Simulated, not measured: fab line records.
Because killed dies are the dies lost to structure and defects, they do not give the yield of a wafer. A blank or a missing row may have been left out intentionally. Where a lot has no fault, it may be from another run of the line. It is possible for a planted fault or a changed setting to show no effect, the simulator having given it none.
Which of the tools did it? | flow gf180mcu | 6 lots, 18 wafers sampled, at 4 steps of a route of 602

== WHAT THE GAUGES SHOWED, per wafer ==
GF_V2_THK_MEAS_01.
lot  | measured     | on           | V2_CVD_00_THK (nm)
L906 | day 20 15:11 | filmMetro-03 | 605 596 602
L909 | day 21 19:53 | filmMetro-01 | 608 601 600
L912 | day 22 19:19 | filmMetro-04 | 515 519 513 515 520 512
L916 | day 24 05:17 | filmMetro-04 | 514 512 514 513 512 514
L921 | day 25 11:38 | filmMetro-01 | 593 592 613
L924 | day 26 09:59 | filmMetro-04 | 585 600 598

== WHICH TOOL RAN EACH LOT (tool, then ch and the chambers of the sampled wafers, then the start) ==
lot  | GF_V1_ETCH_16                     | GF_V1_CVD_23                 | GF_V2_CVD_00
L906 | rieDiel-03 ch 0,1,3, day 19 12:30 | cvdW-01 ch 0,1, day 19 13:16 | hdpcvd-01 ch 0,2, day 20 15:07
L909 | rieDiel-01 ch 0,1,3, day 20 17:23 | cvdW-02 ch 0,1, day 20 18:16 | hdpcvd-01 ch 0,1, day 21 19:49
L912 | rieDiel-03 ch 0,3, day 21 17:35   | cvdW-01 ch 0,1, day 21 18:27 | hdpcvd-01 ch 0,1,2, day 22 19:14
L916 | rieDiel-03 ch 0,1, day 23 04:27   | cvdW-01 ch 0,1, day 23 05:13 | hdpcvd-01 ch 1,2, day 24 05:13
L921 | rieDiel-04 ch 0,2,3, day 24 12:10 | cvdW-02 ch 0,1, day 24 12:58 | hdpcvd-02 ch 0,2, day 25 11:34
L924 | rieDiel-04 ch 1,3, day 25 11:01   | cvdW-02 ch 0,1, day 25 11:49 | hdpcvd-02 ch 0,1,2, day 26 09:55
- GF_V1_ETCH_16: etches BARC in N2/H2.
- GF_V1_CVD_23: deposits W, target thk 350 nm, time 105.05 s.
- GF_V2_CVD_00: deposits SiO2, target thk 600 nm, time 100 s.

== THE ANSWER, worked out from the rows above alone ==
Rule: usual is defined by the lots themselves. Put in order of their means at a reading, lots are off if they are a third of the lots or fewer, leave a main group of 4 or more, and stand apart from it by a gap of 3 or more times the standard deviation of the main group's means; of several such gaps the widest counts. A main group is skipped when, at the precision printed for the reading in the tables above, its means are all equal. A lot without any number at a reading at which 4 lots or more have one is off too. Where the step has rows for the other lots, those lots are counted as sound.
Off: L912, L916, at GF_V2_THK_MEAS_01 (V2_CVD_00_THK). Mean 599 nm and standard deviation 3.2 in the main group.
A tool fits if, at a process step before that reading, it ran every lot that is off, and no sound lot after the first of them. Those tools and the gauges at GF_V2_THK_MEAS_01 are tried in the same way. Can't be told from this: 3 tools fit, rieDiel-03 at GF_V1_ETCH_16, cvdW-01 at GF_V1_CVD_23, hdpcvd-01 at GF_V2_CVD_00.

== WHAT THE SIMULATOR HAD PUT IN ==
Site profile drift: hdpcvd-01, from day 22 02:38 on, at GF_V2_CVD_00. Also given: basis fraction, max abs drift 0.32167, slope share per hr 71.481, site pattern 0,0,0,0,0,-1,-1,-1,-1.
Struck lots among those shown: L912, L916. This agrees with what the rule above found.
